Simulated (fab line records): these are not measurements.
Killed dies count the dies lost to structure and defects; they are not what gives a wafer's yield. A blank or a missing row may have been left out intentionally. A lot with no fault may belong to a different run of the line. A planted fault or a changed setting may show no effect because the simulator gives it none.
A single fault, viewed from 2 desks ; flow sky130 ; what lay behind the numbers comes last; until then each desk has only its own

## THE METROLOGY DESK
What the gauges read, lot by lot, whatever tool the lot ran on: means of the sampled wafers that have a number. If a lot's mean is further than 4 standard deviations from the usual mean, the lot is out of limits and carries the mark OUT (the distance appears in the brackets).
Columns: A = LOCAL_INTERCONNECT_TIN_RS at SKY_LOCAL_INTERCONNECT_RS_MEAS_01, usual 14.19 ohm/sq; B = LOCAL_INTERCONNECT_TIN_THK at SKY_LOCAL_INTERCONNECT_THK_MEAS_02, usual 99.5 nm; C = CONTACT_CVD_00_THK at SKY_CONTACT_THK_MEAS_01, usual 74.8 nm
lot;first seen here;A;B;C
L854;day 30 00:52;14.46;97.4;74.4
L856;day 30 21:32;14.19;99.7;73.9
L857;day 30 23:37;16.18 (+10) OUT;90.8 (-6.2) OUT;76.0
L864;day 33 16:26;13.99;101.1;74.7
L865;day 33 18:35;13.99;101.3;74.2
L866;day 34 08:39;13.98;99.9;74.3
L868;day 34 21:15;14.35;98.8;75.0
L869;day 34 23:32;14.55;96.0;74.9
L872;day 35 23:47;14.40;98.6;76.1
L873;day 36 06:42;14.05;100.1;75.8
This desk reports L857 out of limits; the earliest was L857 at day 30 23:37 (LOCAL_INTERCONNECT_TIN_RS at SKY_LOCAL_INTERCONNECT_RS_MEAS_01). L854, L856, L864, L865, L866, L868, L869, L872, L873: within limits.

## FOR THE TOOL OWNER'S DESK: pvd sputter-04
The tool's own readings at SKY_LOCAL_INTERCONNECT_SPUTTER_00 (material TiN, target thk 100 nm, time 83.3 s): means of the sampled wafers that have a number, for each lot that ran on this tool. If a lot's mean is further than 4 standard deviations from the usual mean, the lot is out of limits and carries the mark OUT (the distance appears in the brackets).
Columns: A = throttle valve pct at SKY_LOCAL_INTERCONNECT_SPUTTER_00, usual 30.2 %
lot;first seen here;A
L854;day 30 00:47;30.6
L857;day 30 23:32;30.1
L868;day 34 21:10;30.2
Result from this desk: across the 3 lots, nothing is out of limits.

## BROUGHT TOGETHER
L857 would have let the metrology desk raise an alarm at day 30 23:37.
The tool owner's desk saw nothing out of limits.
The tool owner's desk has L857 on record, within its limits.
Of the lots named, all ran SKY_LOCAL_INTERCONNECT_SPUTTER_00 on pvd sputter-04.

## WHAT THE SIMULATOR PUT IN
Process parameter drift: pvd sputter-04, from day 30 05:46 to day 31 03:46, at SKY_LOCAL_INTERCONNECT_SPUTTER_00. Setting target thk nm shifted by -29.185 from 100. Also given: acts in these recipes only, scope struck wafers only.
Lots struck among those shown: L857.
Delay in hours, fault start to first out-of-limits reading, per desk: metrology desk 18.
